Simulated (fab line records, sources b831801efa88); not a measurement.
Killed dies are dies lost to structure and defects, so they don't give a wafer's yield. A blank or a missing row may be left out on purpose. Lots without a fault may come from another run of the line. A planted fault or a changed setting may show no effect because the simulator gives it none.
fab line records | flow gf180mcu
record lots=13 wafers=39 last_day=34
route steps=602 shown NWELL@51 VT_IMPLANT@108 HV_LDD@213 CONTACT@288
lots that met no fault: from a run of the same line without faults
start_h: hours from the record's first day to the start of the lot's first wafer shown | wait_h: hours since the lot's step before | " the same as in the row above | L1.1+2: a row that stands for several wafers | - no value, or no start given | * or withheld: withheld | < > ~ a bound
route shown NAME@n: a module of which the file shows steps, and the number in the route of the first | usual: mean/standard deviation of fault-free wafers | same: alike in all rows | chamber/n: place in a boat | sites: the reading at each site | _std_site: their standard deviation | _edge_site: outer sites' mean less inner sites' | radius_mm: how far each site lies from the wafer's centre | mask NAME#n: copy n | behind: the tool/chamber that last shaped the wafer | hold: why the lot was held/for how many hours/how that ended | device: the transistor (n, p or np) that didn't switch | end of line: the same wafers' tests at the end of the route | a step without rows: its recipe alone | killed: dies lost to structure and defects at the first sort, not the wafer's yield | map: a wafer's dies, x killed, . not, _ none there
set.NAME: the setting as run; set.NAME@STEP: as run at that earlier step | model.NAME: the simulator's own value behind a step, which no gauge read
steps of the route over a sample of lots; a table a step, a row a wafer
services: from which hour (start_h, from the record's first day; less than 0 if before it) a tool's chamber was out of use, for how many hours, and why
## steps
# step GF_NWELL_IMPLANT_09
# recipe species=P energy_kev=160 dose_cm2=4e+12 tilt_deg=0
# usual dose_ions_cm2=3.999e+12/4.1e+09 faraday_current_uA=22.6/0.43 tilt_deg=-0.001/0.019
# columns lot.wafer tool chamber start_h wait_h dose_ions_cm2 faraday_current_uA tilt_deg
L351.1 implanter-04 0 54.10 0.1 4.002e+12 22.3 -0.026
L351.2 " 0 " " 4e+12 21.7 -0.034
L351.4 " 0 " " 3.998e+12 22.5 -0.019
L352.1 implanter-04 0 61.36 0.1 4e+12 21.8 0.001
L352.2 " 0 " " 3.999e+12 22.7 0.020
L352.3 " 0 " " 4.005e+12 22.6 -0.003
L353.1 implanter-03 0 65.75 0.1 4e+12 22.2 -0.005
L353.4 " 0 " " 4.002e+12 22.2 -0.003
L353.6 " 0 " " 3.996e+12 23.2 0.025
L356.3 implanter-04 0 82.10 0.1 3.995e+12 21.8 0.016
L356.4 " 0 " " 3.998e+12 21.9 -0.003
L356.5 " 0 " " 4e+12 21.9 0.007
L357.1 implanter-01 0 88.34 0.1 4.003e+12 22.7 -0.017
L357.5 " 0 " " 4.001e+12 22.2 0.004
L357.6 " 0 " " 4.004e+12 22.1 -0.003
L359.3 implanter-04 0 98.91 0.1 3.458e+12 19.9 0.024
L359.5 " 0 " " 3.464e+12 19.2 0.012
L359.6 " 0 " " 3.455e+12 19.1 0.006
L361.3 implanter-01 0 109.19 0.1 4.003e+12 22.6 -0.012
L361.5 " 0 " " 4.002e+12 22.6 0.005
L361.6 " 0 " " 4.004e+12 23.1 0.006
L362.3 implanter-04 0 115.55 0.1 3.467e+12 19.4 -0.016
L362.5 " 0 " " 3.465e+12 19.0 -0.048
L362.6 " 0 " " 3.454e+12 19.5 -0.008
L363.4 implanter-01 0 119.32 0.1 3.998e+12 23.8 0.026
L363.5 " 0 " " 4.006e+12 22.5 0.018
L363.6 " 0 " " 4.002e+12 22.6 0.039
L365.1 implanter-01 0 134.04 0.1 3.999e+12 22.8 0.020
L365.2 " 0 " " 3.99e+12 21.7 -0.011
L365.5 " 0 " " 3.996e+12 22.3 -0.004
L368.1 implanter-01 0 151.35 0.1 3.998e+12 22.6 0.010
L368.3 " 0 " " 4.002e+12 21.6 0.000
L368.4 " 0 " " 4.003e+12 22.7 0.017
L372.1 implanter-03 0 170.54 0.1 4.001e+12 22.8 -0.024
L372.4 " 0 " " 3.999e+12 22.6 -0.038
L372.6 " 0 " " 3.993e+12 23.1 -0.014
L373.1 implanter-03 0 178.74 0.1 3.993e+12 22.6 -0.002
L373.3 " 0 " " 3.993e+12 22.8 -0.014
L373.5 " 0 " " 3.996e+12 22.2 0.012
# step GF_VT_IMPLANT_OVL_MEAS_18
# usual VT_IMPLANT_01_OVL=-0.2/1.3
# columns lot.wafer tool chamber start_h wait_h VT_IMPLANT_01_OVL[nm]
L351.1 overlay-01 - 123.21 0.1 -0.6
L351.2 " - " " -1.2
L351.4 " - " " -2.6
L352.1 overlay-01 - 132.86 0.1 1.9
L352.2 " - " " 1.4
L352.3 " - " " 0.5
L353.1 overlay-02 - 137.51 0.1 0.3
L353.4 " - " " -1.6
L353.6 " - " " -0.6
L356.3 overlay-01 - 155.15 0.1 -1.2
L356.4 " - " " 1.8
L356.5 " - " " 1.8
L357.1 overlay-01 - 169.67 0.1 2.3
L357.5 " - " " -0.2
L357.6 " - " " 0.3
L359.3 overlay-01 - 171.93 0.1 0.7
L359.5 " - " " 0.4
L359.6 " - " " -1.5
L361.3 overlay-01 - 187.98 0.1 -1.0
L361.5 " - " " 2.0
L361.6 " - " " 0.0
L362.3 overlay-02 - 199.17 0.1 0.2
L362.5 " - " " 1.4
L362.6 " - " " 1.0
L363.4 overlay-02 - 202.48 0.1 -1.0
L363.5 " - " " -1.5
L363.6 " - " " -1.6
L365.1 overlay-01 - 218.35 0.1 0.9
L365.2 " - " " 2.1
L365.5 " - " " 3.9
L368.1 overlay-02 - 236.81 0.1 -2.1
L368.3 " - " " -0.6
L368.4 " - " " -0.6
L372.1 overlay-02 - 261.75 0.1 -0.9
L372.4 " - " " 0.3
L372.6 " - " " 0.2
L373.1 overlay-01 - 269.02 0.1 -2.2
L373.3 " - " " 0.4
L373.5 " - " " -3.0
# step GF_VT_IMPLANT_RS_MEAS_47
# recipe thk_meas_gauge=four-point-probe
# usual NWELL_RS=487.0/1.2
# columns lot.wafer tool chamber start_h wait_h NWELL_RS[ohm/sq]
L351.1 film_metro-02 - 153.48 0.1 487.8
L351.2 " - " " 489.0
L351.4 " - " " 486.6
L352.1 film_metro-02 - 168.02 0.1 485.1
L352.2 " - " " 485.5
L352.3 " - " " 485.1
L353.1 film_metro-04 - 168.52 0.1 486.0
L353.4 " - " " 485.9
L353.6 " - " " 483.6
L356.3 film_metro-04 - 188.98 0.1 487.2
L356.4 " - " " 485.8
L356.5 " - " " 486.5
L357.1 film_metro-04 - 204.32 0.1 488.1
L357.5 " - " " 486.4
L357.6 " - " " 488.9
L359.3 film_metro-04 - 206.26 0.1 497.7
L359.5 " - " " 496.8
L359.6 " - " " 496.2
L361.3 film_metro-04 - 222.87 0.1 488.7
L361.5 " - " " 488.8
L361.6 " - " " 488.2
L362.3 film_metro-04 - 234.86 0.1 496.0
L362.5 " - " " 496.8
L362.6 " - " " 495.7
L363.4 film_metro-04 - 237.78 0.1 487.8
L363.5 " - " " 488.8
L363.6 " - " " 487.2
L365.1 film_metro-02 - 256.52 0.1 486.6
L365.2 " - " " 487.5
L365.5 " - " " 488.4
L368.1 film_metro-04 - 275.65 0.1 486.6
L368.3 " - " " 487.5
L368.4 " - " " 488.4
L372.1 film_metro-02 - 302.19 0.1 487.7
L372.4 " - " " 486.9
L372.6 " - " " 486.6
L373.1 film_metro-04 - 309.71 0.1 486.7
L373.3 " - " " 486.9
L373.5 " - " " 488.9
# step GF_HV_LDD_STRIP_37
# recipe chemistry=O2/N2 power_w=1400 pressure_mtorr=1500 platen_temp_c=250 o2_flow_sccm=3000 n2_flow_sccm=300 overash_fraction=0.5
# usual drypump_motor_current_A=5.9/0.5 heater_power_w=324/35 oes_product_au=0.715/0.0051 strip_time_to_endpoint_s=12.61/0.036
# columns lot.wafer tool chamber start_h wait_h drypump_motor_current_A heater_power_w oes_product_au rf_hours_counter_h strip_time_to_endpoint_s
L351.1 plasma_asher-04 0 252.76 0.1 5.4 266 0.720 16 12.60
L351.2 " 1 " " 5.6 348 0.722 16 12.57
L351.4 " 0 " " 5.5 266 0.715 - 12.60
L352.1 plasma_asher-04 0 269.64 0.1 5.4 269 0.714 17 12.56
L352.2 " 1 " " 5.6 347 0.717 17 12.56
L352.3 " 0 " " 5.4 262 0.707 - 12.59
L353.1 plasma_asher-02 0 270.31 0.1 6.8 345 0.723 60 12.60
L353.4 " 1 " " 6.6 359 0.713 - 12.62
L353.6 " 0 " " 6.8 350 0.715 - 12.58
L356.3 plasma_asher-04 0 292.90 0.1 5.4 261 0.714 - 12.63
L356.4 " 1 " " 5.6 354 0.708 - 12.62
L356.5 " 0 " " 5.4 270 0.713 - 12.63
L357.1 plasma_asher-02 1 308.82 0.1 6.5 362 0.720 64 12.63
L357.5 " 1 " " 6.5 358 0.718 - 12.63
L357.6 " 0 " " 6.8 351 0.707 - 12.65
L359.3 plasma_asher-01 1 312.35 0.1 5.9 319 0.721 - 12.59
L359.5 " 1 " " 5.8 322 0.722 - 12.54
L359.6 " 0 " " 5.8 310 0.719 - 12.59
L361.3 plasma_asher-01 0 331.49 0.1 5.7 303 0.717 - 12.64
L361.5 " 0 " " 5.7 306 0.711 - 12.66
L361.6 " 1 " " 5.9 315 0.711 - 12.66
L362.3 plasma_asher-01 0 343.82 0.2 5.8 296 0.721 - 12.63
L362.5 " 1 " " 5.9 320 0.721 - 12.57
L362.6 " 0 " " 5.8 298 0.716 - 12.59
L363.4 plasma_asher-02 0 346.66 0.1 6.8 357 0.716 - 12.64
L363.5 " 0 " " 6.9 348 0.718 - 12.69
L363.6 " 1 " " 6.5 355 0.721 - 12.68
L365.1 plasma_asher-01 0 369.89 0.1 5.7 301 0.714 60 12.60
L365.2 " 1 " " 5.9 327 0.711 60 12.58
L365.5 " 0 " " 5.8 307 0.722 - 12.58
L368.1 plasma_asher-01 0 387.33 0.1 5.7 305 0.716 62 12.61
L368.3 " 1 " " 5.9 322 0.715 - 12.61
L368.4 " 0 " " 5.7 298 0.716 - 12.60
L372.1 plasma_asher-01 0 420.16 0.1 5.8 300 0.715 65 12.49
L372.4 " 0 " " 5.8 311 0.717 - 12.53
L372.6 " 0 " " 5.8 301 0.720 - 12.51
L373.1 plasma_asher-04 0 431.18 0.1 5.4 270 0.706 35 12.61
L373.3 " 0 " " 5.4 269 0.712 - 12.60
L373.5 " 0 " " 5.4 260 0.720 - 12.59
# step GF_CONTACT_THK_MEAS_01
# recipe reads=SiO2_of_CONTACT_CVD_00
# usual CONTACT_CVD_00_THK=300.0/2.9
# columns lot.wafer tool chamber start_h wait_h CONTACT_CVD_00_THK[nm]
L351.1 film_metro-04 - 337.74 0.1 302.8
L351.2 " - " " 297.7
L351.4 " - " " 297.6
L352.1 film_metro-04 - 357.51 0.0 297.6
L352.2 " - " " 303.6
L352.3 " - " " 299.3
L353.1 film_metro-04 - 357.65 0.0 305.1
L353.4 " - " " 300.4
L353.6 " - " " 302.2
L356.3 film_metro-04 - 383.33 0.0 303.5
L356.4 " - " " 299.0
L356.5 " - " " 297.8
L357.1 film_metro-04 - 399.11 0.0 305.8
L357.5 " - " " 299.8
L357.6 " - " " 297.9
L359.3 film_metro-02 - 406.87 0.0 299.6
L359.5 " - " " 301.0
L359.6 " - " " 302.3
L361.3 film_metro-02 - 428.69 0.0 295.4
L361.5 " - " " 299.4
L361.6 " - " " 297.1
L362.3 film_metro-04 - 440.72 0.0 299.2
L362.5 " - " " 301.8
L362.6 " - " " 297.6
L363.4 film_metro-04 - 444.16 0.0 302.0
L363.5 " - " " 301.4
L363.6 " - " " 291.8
L365.1 film_metro-02 - 468.87 0.0 297.8
L365.2 " - " " 295.9
L365.5 " - " " 295.1
L368.1 film_metro-02 - 488.43 0.0 297.4
L368.3 " - " " 300.0
L368.4 " - " " 299.7
L372.1 film_metro-02 - 521.18 0.0 299.8
L372.4 " - " " 302.9
L372.6 " - " " 302.5
L373.1 film_metro-04 - 531.07 0.0 294.3
L373.3 " - " " 295.5
L373.5 " - " " 299.8
## services
# columns tool chamber start_h hours kind
implanter-04 - 46.35 1.7 repair
implanter-04 - 65.02 4.1 pm
plasma_asher-02 - 104.80 11.6 repair
plasma_asher-04 - 108.80 9.0 pm
plasma_asher-04 0 108.80 9.0 vent_cycle
plasma_asher-04 1 108.80 9.0 vent_cycle
plasma_asher-04 0 117.80 - clean
plasma_asher-04 1 117.80 - clean
implanter-01 - 137.04 4.8 repair
plasma_asher-02 - 183.82 3.4 repair
plasma_asher-01 - 196.33 3.0 repair
implanter-01 - 217.19 40.6 pm
implanter-03 - 233.14 4.1 pm
implanter-01 - 257.82 11.7 pm
implanter-01 - 272.29 4.8 pm
implanter-01 - 279.85 2.0 repair
implanter-03 - 281.92 10.4 repair
plasma_asher-01 - 300.29 1.3 repair
plasma_asher-02 - 316.59 0.4 repair
implanter-03 - 339.15 2.6 repair
implanter-04 - 351.41 11.2 pm
plasma_asher-04 - 372.48 2.2 repair
## key
first_sign step=GF_NWELL_IMPLANT_09 reading=dose_ions_cm2 direction=down sigmas=99+ usual=3.999e+12 struck=3.46e+12
effect step=GF_NWELL_IMPLANT_09 reading=faraday_current_uA direction=down sigmas=7.4 usual=22.6 struck=19.4
effect step=GF_VT_IMPLANT_RS_MEAS_47 reading=NWELL_RS direction=up sigmas=8 usual=487.0 struck=496.5
met_at GF_NWELL_IMPLANT_09
struck_lots L359,L362
tester_left_out L359,L362
not_acting_at GF_VT_IMPLANT_OVL_MEAS_18,GF_HV_LDD_STRIP_37,GF_CONTACT_THK_MEAS_01
onset_between 82.10 98.91
fault kind=process_parameter_drift tool=implanter-04 chamber=- onset_h=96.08 steps=GF_NWELL_IMPLANT_09 channel=dose_cm2 offset=-5.4217e+11 shape=step end_h=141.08 acts_in=these_recipes_only stated=4e+12
# tester_left_out: of these lots the tester's yield and bins aren't shown, on N5 and GAA mostly nor the transistor test; their killed dies are dies lost to structure and defects alone, not to doping, threshold or leakage, so they don't give the yield
